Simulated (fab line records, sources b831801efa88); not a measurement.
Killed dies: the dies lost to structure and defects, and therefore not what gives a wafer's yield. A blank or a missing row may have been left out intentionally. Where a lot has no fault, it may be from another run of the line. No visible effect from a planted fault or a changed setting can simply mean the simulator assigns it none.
Check for tools in common + flow gf180mcu + 14 lots and 39 wafers in the sample

## WHY THIS WAS OPENED
At GF_VT_IMPLANT_RS_MEAS_47 the reading NWELL_RS is flagged on 2 of 14 lots. No-fault wafers: 488.4 ohm/sq, standard deviation 1.
Rule: flag the lot when none of its wafers has a number, or when each of its wafers that has one lies beyond 4 standard deviations from that mean. The other lots count as sound.

| lot  | measured     | on            | NWELL_RS (ohm/sq), wafer by wafer | flag    |
|------|--------------|---------------|-----------------------------------|---------|
| L233 | day 7 12:32  | film metro-01 | 489.8 489.4 489.4                 |         |
| L234 | day 7 19:55  | film metro-01 | 489.1 487.9 489.0                 |         |
| L235 | day 8 03:50  | film metro-04 | 488.6 488.0 486.4                 |         |
| L236 | day 8 09:16  | film metro-04 | 487.9 488.8 488.8                 |         |
| L237 | day 8 14:55  | film metro-01 | 488.3 488.6 488.7                 |         |
| L238 | day 8 21:10  | film metro-01 | 490.0 490.2 489.8                 |         |
| L239 | day 9 05:05  | film metro-02 | 486.9 487.2 488.3                 |         |
| L240 | day 9 14:52  | film metro-02 | 487.7 486.7 489.6                 |         |
| L244 | day 10 14:36 | film metro-01 | 483.7 484.1                       | FLAGGED |
| L247 | day 11 13:18 | film metro-04 | 484.1                             | FLAGGED |
| L251 | day 12 20:31 | film metro-01 | 489.3 489.5 488.9                 |         |
| L252 | day 13 00:20 | film metro-01 | 490.7 488.0 489.6                 |         |
| L253 | day 13 02:20 | film metro-04 | 489.5 488.8 488.2                 |         |
| L254 | day 13 08:31 | film metro-01 | 488.0 488.3 488.7                 |         |
The numbers of the flagged lots are 484.0 ohm/sq on average: -4.4 ohm/sq against the usual, or -4 standard deviations.

## EACH LOT AND THE TOOL IT RAN ON
The record holds 1 process step before the reading, out of a route of 602 steps. Read each cell as the tool, then ch plus the chambers that the sampled wafers visited, then the start.
| lot  | flag    | GF_NWELL_IMPLANT_09            |
|------|---------|--------------------------------|
| L233 |         | implanter-03 ch 0, day 3 07:10 |
| L234 |         | implanter-03 ch 0, day 3 13:02 |
| L235 |         | implanter-01 ch 0, day 3 18:10 |
| L236 |         | implanter-01 ch 0, day 3 23:09 |
| L237 |         | implanter-03 ch 0, day 4 04:41 |
| L238 |         | implanter-01 ch 0, day 4 09:35 |
| L239 |         | implanter-03 ch 0, day 4 16:09 |
| L240 |         | implanter-03 ch 0, day 5 00:13 |
| L244 | FLAGGED | implanter-01 ch 0, day 5 19:14 |
| L247 | FLAGGED | implanter-01 ch 0, day 6 14:05 |
| L251 |         | implanter-04 ch 0, day 7 14:35 |
| L252 |         | implanter-03 ch 0, day 7 17:05 |
| L253 |         | implanter-03 ch 0, day 7 19:58 |
| L254 |         | implanter-03 ch 0, day 8 01:13 |
What is done by these steps:
- GF_NWELL_IMPLANT_09
- GF_VT_IMPLANT_RS_MEAS_47: measures by four-point-probe.

## FLAGGED OVER TOTAL, TOOL BY TOOL (the gauges that took the reading come last)
| step                     | tool          | lots run | flagged | share of the flagged lots | sound lots run after its first flagged lot |
|--------------------------|---------------|----------|---------|---------------------------|--------------------------------------------|
| GF_NWELL_IMPLANT_09      | implanter-01  | 5        | 2       | all                       | 0                                          |
| GF_NWELL_IMPLANT_09      | implanter-03  | 8        | 0       | none                      | -                                          |
| GF_NWELL_IMPLANT_09      | implanter-04  | 1        | 0       | none                      | -                                          |
| GF_VT_IMPLANT_RS_MEAS_47 | film metro-01 | 8        | 1       | some                      | 3 (L251,L252,L254)                         |
| GF_VT_IMPLANT_RS_MEAS_47 | film metro-02 | 2        | 0       | none                      | -                                          |
| GF_VT_IMPLANT_RS_MEAS_47 | film metro-04 | 4        | 1       | some                      | 1 (L253)                                   |

## WHAT IS ALLOWED BY THE TABLE
1 row of the table ran every flagged lot: implanter-01 at GF_NWELL_IMPLANT_09.
- implanter-01 at GF_NWELL_IMPLANT_09: 2 of its 5 lots flagged. Last sound lot L238 at day 4 09:35, first flagged lot L244 at day 5 19:14; a fault beginning in between fits. Its own readings (beam on s, faraday current uA) fall more than 4 standard deviations out on all wafers of the flagged lots.
What remains is a single tool, implanter-01 at GF_NWELL_IMPLANT_09.

## WHAT HAD BEEN PUT IN BY THE SIMULATOR
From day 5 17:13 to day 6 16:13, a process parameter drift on implanter-01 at GF_NWELL_IMPLANT_09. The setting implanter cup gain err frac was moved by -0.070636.
Lots struck among those shown: L244, L247. The rule above found the same.
